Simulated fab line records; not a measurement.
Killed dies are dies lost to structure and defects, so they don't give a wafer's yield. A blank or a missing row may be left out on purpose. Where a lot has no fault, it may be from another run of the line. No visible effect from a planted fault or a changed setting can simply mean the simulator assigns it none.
Split-lot trial | flow sky130 | route with 708 steps; 5 lots, 23 wafers read

== ABOUT THE SPLIT ==
At SKY_SONOS_ONO_EXPOSE_10 (exposes mask ONOM, target cd 410 nm), the setting dose mj was moved away from the recipe's 150 on 11 of the 23 wafers read, by -3.9% to +7.2%. For the rest of the wafers, this setting stayed at what the recipe calls for.

== FROM THE SPLIT TO THE READING: what the file shows between them, 2 steps ==
- SKY_SONOS_ONO_PEB_11
- SKY_SONOS_ONO_DEVELOP_12: develop time 60 s

== THE READING ==
cd nm (nm) at SKY_SONOS_ONO_CD_MEAS_13, where the cd target is 410 nm. Fault-free wafers of this fab line usually give 409.8 nm, standard deviation 2.3 nm.

wafer  | tool, chamber at the split | dose mj as run | against the recipe | cd nm, nm | against lot-mates on the recipe
L076.2 | iline stepper-02, 0        | 150            | recipe             | 409.0     | -
L076.3 | iline stepper-02, 0        | 150            | recipe             | 412.9     | -
L076.4 | iline stepper-02, 0        | 150            | recipe             | 412.0     | -
L080.1 | iline stepper-02, 0        | 150            | recipe             | 412.5     | -
L080.2 | iline stepper-02, 0        | 160.8          | +7.2%              | 390.3     | -19.9
L080.3 | iline stepper-02, 0        | 160.8          | +7.2%              | 390.4     | -19.8
L080.4 | iline stepper-02, 0        | 150            | recipe             | 409.7     | -
L080.6 | iline stepper-02, 0        | 150            | recipe             | 408.3     | -
L081.1 | iline stepper-01, 0        | 144.1          | -3.9%              | 423.3     | +11.4
L081.2 | iline stepper-01, 0        | 144.1          | -3.9%              | 422.2     | +10.3
L081.3 | iline stepper-01, 0        | 150            | recipe             | 410.7     | -
L081.4 | iline stepper-01, 0        | 150            | recipe             | 413.0     | -
L081.5 | iline stepper-01, 0        | 144.1          | -3.9%              | 421.5     | +9.6
L082.1 | iline stepper-01, 0        | 157.1          | +4.7%              | 398.0     | -12.9
L082.2 | iline stepper-01, 0        | 150            | recipe             | 412.1     | -
L082.3 | iline stepper-01, 0        | 150            | recipe             | 409.7     | -
L082.4 | iline stepper-01, 0        | 157.1          | +4.7%              | 399.7     | -11.2
L082.6 | iline stepper-01, 0        | 157.1          | +4.7%              | 396.6     | -14.3
L083.2 | iline stepper-02, 0        | 150            | recipe             | 408.4     | -
L083.3 | iline stepper-02, 0        | 155.1          | +3.4%              | 399.2     | -10.2
L083.4 | iline stepper-02, 0        | 155.1          | +3.4%              | 398.3     | -11.1
L083.5 | iline stepper-02, 0        | 155.1          | +3.4%              | 397.7     | -11.7
L083.6 | iline stepper-02, 0        | 150            | recipe             | 410.4     | -

THE FIT
A straight line over all 23 wafers: cd nm changes by -2.91 nm for each +1% of dose mj; r = -0.98; the points scatter about the line by 1.7 nm.
The same after taking each lot's own level away (the mean of its wafers on the recipe; 23 wafers): -2.77 nm for each +1%; r = -0.99; scatter 1.4 nm.
The reading moves by 20 nm for the largest change in dose mj, on that fit.
The lots' own levels span 409.40 to 411.85 nm, that is 1.1 times the standard deviation above.
The two slopes agree, so the slope changes little with the lot-to-lot level.
Check: for one of the wafers moved furthest among these (+7.2%), held out of the fit, the line's prediction against its lot-mates is -20.2 nm. It came out at -19.9 nm against them.

== ADDITIONAL SPLITS CARRIED BY THESE WAFERS ==
Before the reading, these wafers also passed through other splits. Each is held against what the fit with the lots' levels taken away leaves over:
other split on the same wafers      | wafers away from the commonest value | r with cd nm (lot level and that fit taken away)
SKY_SONOS_TUNNEL_EXPOSE_04 dose mj  | 11                                   | -0.14
SKY_SONOS_ONO_CVD_02 pressure mtorr | 10                                   | +0.01

== THE WHOLE CHAIN: every reading that the file lists as answering this split, in the file's order ==
step                     | what it does                                                       | reading                                                          | change (the file's fit)              | r (the file's)
SKY_SONOS_ONO_CD_MEAS_13 | target cd 410 nm                                                   | cd nm                                                            | -2.78 nm for each +1% of the setting | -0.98
SKY_SONOS_ONO_ETCH_15    | etches the open film in CHF3/O2, target depth 19.52 nm, time 7.8 s | SONOS_ONO.cd nm (the simulator's own value, which no gauge read) | -2.8 nm for each +1% of the setting  | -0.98

== THE FILE'S OWN FIT ==
cd nm changes by -2.78 nm for each +1% of dose mj, r = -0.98.
